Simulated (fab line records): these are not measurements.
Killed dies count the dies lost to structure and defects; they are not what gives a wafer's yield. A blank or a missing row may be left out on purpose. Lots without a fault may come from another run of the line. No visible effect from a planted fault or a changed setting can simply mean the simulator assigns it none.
fab line records	flow gf180mcu
record: lots: 14	wafers: 42	lastDay: 34
route steps=602 shown M2@365 V2@383 M3@411
lots untouched by any fault: they come from a run of this same line in which no faults occurred
startH: start of the lot's first displayed wafer, in hours after the record's first day	waitH: hours elapsed since this lot's preceding step	" repeats the value in the row above	L1.1+2: one row covering several wafers at once	- no value, or no start given	* or withheld: withheld	< > ~ a bound
route shown NAME@n: names a module that has steps shown in the file, with the first one's number in the route	usual: the fault-free wafers' mean and standard deviation	same: alike in all rows	chamber/n: place in a boat	sites: each site's reading	_std_site: standard deviation of those values	_edge_site: the outer-site mean with the inner-site mean subtracted	radiusMm: how far each site lies from the wafer's centre	mask NAME#n: copy n	behind: the tool/chamber that last shaped the wafer	hold: cause of the lot's hold/its duration in hours/its outcome	device: whichever transistor did not switch (one of n, p or np)	end of line: the route-end tests of the same wafers	where a step has no rows: the recipe by itself	killed: dies lost to structure and defects at the first sort, not the wafer's yield	map: a wafer's dies, x killed, . not, _ none there
set.NAME: the setting that was run; set.NAME@STEP: the one run at that earlier step	model.NAME: the simulator's own value behind a step, which no gauge read
steps of the route over a sample of lots; a table a step, a row a wafer
services: a tool's chamber out of use, with start hour (startH, from the record's first day; less than 0 if before it), hours out, and reason
== steps ==
step: GF_M2_SPUTTER_03
recipe: material: Ti	targetThkNm: 10	substrateTempC: 300	chamberPressurePa: 0.3	powerW: 3000	timeS: 6.7
usual: throttleValvePct: 29.2/0.82
lot.wafer	tool	chamber	startH	waitH	throttleValvePct
L222.3	pvdSputter-02	-	419.42	0.0	28.2
L222.4	"	-	"	"	28.9
L222.5	"	-	"	"	28.8
L223.2	pvdSputter-02	-	426.84	0.0	28.7
L223.4	"	-	"	"	28.1
L223.6	"	-	"	"	28.7
L224.1	pvdSputter-02	-	440.55	0.0	29.1
L224.3	"	-	"	"	28.6
L224.4	"	-	"	"	29.8
L227.3	pvdSputter-03	-	464.15	0.0	28.3
L227.5	"	-	"	"	29.9
L227.6	"	-	"	"	28.3
L229.1	pvdSputter-02	-	480.94	0.0	29.1
L229.2	"	-	"	"	28.2
L229.3	"	-	"	"	29.1
L230.2	pvdSputter-03	-	487.88	0.0	27.9
L230.3	"	-	"	"	29.9
L230.5	"	-	"	"	30.0
L231.1	pvdSputter-03	-	492.59	0.0	30.3
L231.3	"	-	"	"	28.2
L231.4	"	-	"	"	28.9
L232.1	pvdSputter-02	-	500.82	0.0	28.7
L232.2	"	-	"	"	28.4
L232.6	"	-	"	"	28.4
L233.1	pvdSputter-02	-	509.73	0.0	29.8
L233.3	"	-	"	"	29.3
L233.5	"	-	"	"	28.7
L237.1	pvdSputter-03	-	546.37	0.0	28.0
L237.4	"	-	"	"	30.0
L237.5	"	-	"	"	28.9
L240.3	pvdSputter-03	-	567.45	0.0	30.0
L240.4	"	-	"	"	30.1
L240.5	"	-	"	"	30.1
L241.3	pvdSputter-03	-	575.38	0.0	30.0
L241.5	"	-	"	"	29.1
L241.6	"	-	"	"	30.2
L244.1	pvdSputter-03	-	593.18	0.0	27.8
L244.3	"	-	"	"	30.4
L244.4	"	-	"	"	30.0
L245.3	pvdSputter-02	-	598.32	0.0	28.1
L245.5	"	-	"	"	28.9
L245.6	"	-	"	"	29.3
step: GF_V2_THK_MEAS_01
recipe: reads: SiO2_of_V2_CVD_00
usual: V2_CVD_00_THK: 601/5.7
lot.wafer	tool	chamber	startH	waitH	V2_CVD_00_THK[nm]
L222.3	filmMetro-01	-	445.09	0.1	592
L222.4	"	-	"	"	597
L222.5	"	-	"	"	600
L223.2	filmMetro-02	-	452.13	0.0	604
L223.4	"	-	"	"	600
L223.6	"	-	"	"	593
L224.1	filmMetro-04	-	465.22	0.0	587
L224.3	"	-	"	"	592
L224.4	"	-	"	"	593
L227.3	filmMetro-04	-	489.43	0.1	602
L227.5	"	-	"	"	602
L227.6	"	-	"	"	603
L229.1	filmMetro-02	-	505.59	0.0	609
L229.2	"	-	"	"	604
L229.3	"	-	"	"	603
L230.2	filmMetro-02	-	512.74	0.0	600
L230.3	"	-	"	"	598
L230.5	"	-	"	"	605
L231.1	filmMetro-04	-	516.60	0.0	597
L231.3	"	-	"	"	600
L231.4	"	-	"	"	594
L232.1	filmMetro-04	-	524.52	0.0	593
L232.2	"	-	"	"	592
L232.6	"	-	"	"	591
L233.1	filmMetro-02	-	536.39	0.0	596
L233.3	"	-	"	"	607
L233.5	"	-	"	"	611
L237.1	filmMetro-01	-	569.23	0.0	606
L237.4	"	-	"	"	605
L237.5	"	-	"	"	598
L240.3	filmMetro-02	-	589.52	0.1	608
L240.4	"	-	"	"	595
L240.5	"	-	"	"	605
L241.3	filmMetro-01	-	597.34	0.1	602
L241.5	"	-	"	"	597
L241.6	"	-	"	"	600
L244.1	filmMetro-02	-	615.01	0.0	603
L244.3	"	-	"	"	605
L244.4	"	-	"	"	609
L245.3	filmMetro-02	-	620.33	0.1	595
L245.5	"	-	"	"	609
L245.6	"	-	"	"	596
step: GF_V2_CMP_26
recipe: stopOn: SiO2	downForcePsi: 3.5	platenRpm: 60	tOverpolishS: 15	targetThkNm: 0	padVelocityMS: 0.94248
usual: edgeZonePressureFrac: 1.000/0.0049	headPressurePsi: 3.500/0.0078	motorCurrentA: 10.9/1.1	overpolishRunS: 15.001/0.0096	slurryFlowMlMin: 149.9/0.45	timeToEndpointS: 84.0/2.9
lot.wafer	tool	chamber	startH	waitH	edgeZonePressureFrac	headPressurePsi	motorCurrentA	overpolishRunS	slurryFlowMlMin	timeToEndpointS
L222.3	cmp-01	0	471.18	0.1	0.996	3.491	9.4	15.018	150.2	86.3
L222.4	"	2	"	"	0.995	3.495	10.3	15.000	150.2	84.9
L222.5	"	0	"	"	1.001	3.493	10.0	14.999	150.1	88.1
L223.4	cmp-01	1	477.20	0.0	0.998	3.511	10.4	14.983	150.4	93.6
L223.2	"	3	"	"	0.996	3.491	10.6	14.999	150.0	85.5
L223.6	"	1	"	"	1.005	3.499	11.5	14.989	150.5	86.3
L224.4	cmp-02	1	491.08	0.0	1.001	3.487	13.2	14.996	149.1	83.5
L224.3	"	2	"	"	1.006	3.504	10.9	15.007	149.8	82.1
L224.1	"	3	"	"	0.994	3.509	10.5	14.985	149.5	81.0
L227.3	cmp-01	1	514.98	0.2	0.997	3.499	10.3	15.002	149.8	87.5
L227.6	"	2	"	"	0.999	3.505	9.3	14.998	149.1	84.6
L227.5	"	3	"	"	0.998	3.489	10.1	14.993	150.1	81.6
L229.3	cmp-01	3	535.63	0.0	1.006	3.499	11.6	14.992	150.7	84.1
L229.1	"	0	"	"	1.005	3.501	10.3	15.006	150.7	84.3
L229.2	"	2	"	"	1.005	3.505	9.4	15.000	151.1	83.6
L230.2	cmp-02	3	537.48	0.0	1.000	3.500	9.7	15.005	150.4	77.1
L230.3	"	1	"	"	1.004	3.501	13.5	15.002	149.9	81.7
L230.5	"	3	"	"	0.996	3.498	10.1	15.002	149.9	79.5
L231.4	cmp-01	2	541.44	0.0	0.995	3.493	9.5	15.002	149.8	88.8
L231.3	"	3	"	"	0.993	3.498	10.6	15.008	150.4	85.8
L231.1	"	0	"	"	1.009	3.503	9.4	15.007	150.8	85.1
L232.1	cmp-02	1	548.34	0.1	1.000	3.502	12.7	15.003	150.6	82.2
L232.2	"	2	"	"	0.991	3.494	10.6	15.002	149.7	82.6
L232.6	"	1	"	"	1.000	3.515	12.9	15.014	150.0	81.5
L233.3	cmp-01	3	560.14	0.1	1.005	3.501	10.6	15.008	149.8	83.6
L233.1	"	1	"	"	0.990	3.508	10.6	15.015	150.1	88.9
L233.5	"	2	"	"	1.004	3.508	9.5	15.002	150.1	84.3
L237.4	cmp-02	2	592.39	0.0	1.000	3.495	11.6	15.006	150.1	83.8
L237.1	"	0	"	"	1.006	3.488	11.7	14.998	149.0	81.6
L237.5	"	3	"	"	1.002	3.500	10.3	15.005	149.8	82.7
L240.4	cmp-02	0	611.65	0.0	-	-	-	-	-	-
L240.3	"	3	"	"	-	-	-	-	-	-
L240.5	"	0	"	"	-	-	-	-	-	-
L241.3	cmp-02	2	619.75	0.2	-	-	-	-	-	-
L241.5	"	3	"	"	-	-	-	-	-	-
L241.6	"	0	"	"	-	-	-	-	-	-
L244.1	cmp-02	2	637.71	0.1	1.004	3.511	10.9	15.007	149.7	85.8
L244.4	"	0	"	"	0.993	3.498	10.8	14.961	150.0	79.4
L244.3	"	1	"	"	1.001	3.518	13.1	15.017	150.4	84.3
L245.3	cmp-01	3	642.39	0.1	1.002	3.499	10.8	14.993	150.3	81.3
L245.5	"	2	"	"	0.998	3.499	9.8	15.017	149.1	84.5
L245.6	"	3	"	"	1.010	3.496	10.4	15.008	149.3	85.1
step: GF_M3_SPUTTER_02
recipe: material: AlCu	targetThkNm: 450	powerW: 10600	timeS: 23.9	chamberPressurePa: 0.4
usual: throttleValvePct: 29.5/0.99
lot.wafer	tool	chamber	startH	waitH	throttleValvePct
L222.3	pvdSputter-04	-	471.56	0.0	31.4
L222.4	"	-	"	"	29.8
L222.5	"	-	"	"	31.4
L223.2	pvdSputter-02	-	477.63	0.0	29.2
L223.4	"	-	"	"	28.5
L223.6	"	-	"	"	28.2
L224.1	pvdSputter-04	-	491.51	0.0	29.6
L224.3	"	-	"	"	31.5
L224.4	"	-	"	"	30.0
L227.3	pvdSputter-04	-	515.26	0.0	31.6
L227.5	"	-	"	"	28.5
L227.6	"	-	"	"	29.9
L229.1	pvdSputter-02	-	536.06	0.0	29.8
L229.2	"	-	"	"	29.1
L229.3	"	-	"	"	28.4
L230.2	pvdSputter-01	-	537.91	0.0	31.0
L230.3	"	-	"	"	30.6
L230.5	"	-	"	"	30.7
L231.1	pvdSputter-02	-	541.87	0.0	28.3
L231.3	"	-	"	"	29.4
L231.4	"	-	"	"	29.9
L232.1	pvdSputter-01	-	548.77	0.0	30.6
L232.2	"	-	"	"	28.7
L232.6	"	-	"	"	31.3
L233.1	pvdSputter-02	-	560.52	0.0	29.7
L233.3	"	-	"	"	28.2
L233.5	"	-	"	"	29.4
L237.1	pvdSputter-02	-	592.82	0.0	29.8
L237.4	"	-	"	"	28.3
L237.5	"	-	"	"	29.7
L244.1	pvdSputter-01	-	638.14	0.0	30.3
L244.3	"	-	"	"	31.2
L244.4	"	-	"	"	29.9
L245.3	pvdSputter-04	-	642.77	0.0	29.4
L245.5	"	-	"	"	28.2
L245.6	"	-	"	"	30.1
== services ==
tool	chamber	startH	hours	kind
cmp-01	-	396.74	0.3	repair
cmp-01	-	404.28	4.0	pm
pvdSputter-03	-	409.18	7.5	repair
pvdSputter-03	-	417.51	1.7	repair
pvdSputter-02	-	441.95	4.5	repair
pvdSputter-02	-	460.66	10.0	repair
pvdSputter-01	-	468.51	1.9	repair
pvdSputter-04	-	476.23	8.7	repair
cmp-02	-	511.25	5.1	pm
pvdSputter-01	-	512.62	3.6	repair
cmp-02	-	518.47	0.8	repair
pvdSputter-04	-	523.45	3.9	repair
pvdSputter-04	-	523.56	88.6	repair
pvdSputter-02	-	526.69	1.0	repair
cmp-02	-	543.75	0.3	repair
cmp-01	-	546.59	2.0	repair
cmp-02	-	553.15	3.6	repair
cmp-01	-	557.27	2.8	repair
cmp-02	-	572.19	4.0	pm
cmp-01	-	593.89	2.2	repair
cmp-01	-	609.93	0.2	repair
cmp-01	-	613.42	6.4	pm
cmp-02	-	620.21	5.8	pm
cmp-02	-	631.40	0.3	repair
== key ==
firstSign: step: GF_V2_CMP_26	reading: toolRecord	direction: missing
effect none on later readings
metAt GF_V2_CMP_26
struckLots L240,L241
laterRowsLeftOut L240.3,L240.4,L240.5,L241.3,L241.5,L241.6
sortLeftOut L240.3,L240.4,L240.5,L241.3,L241.5,L241.6
notActingAt GF_M2_SPUTTER_03,GF_V2_THK_MEAS_01,GF_M3_SPUTTER_02
onsetBetween 592.39 611.65
fault: kind: skippedStepWhole	tool: cmp-02	chamber: -	onsetH: 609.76	steps: GF_V2_CMP_26	scope: struckLotsOnly
sortLeftOut: the simulated sort isn't trusted on such a fault, so these wafers' sort isn't shown, and their yield isn't known
laterRowsLeftOut: the simulator's readings of these wafers behind a module that went badly wrong aren't trusted and aren't shown, but for the sort
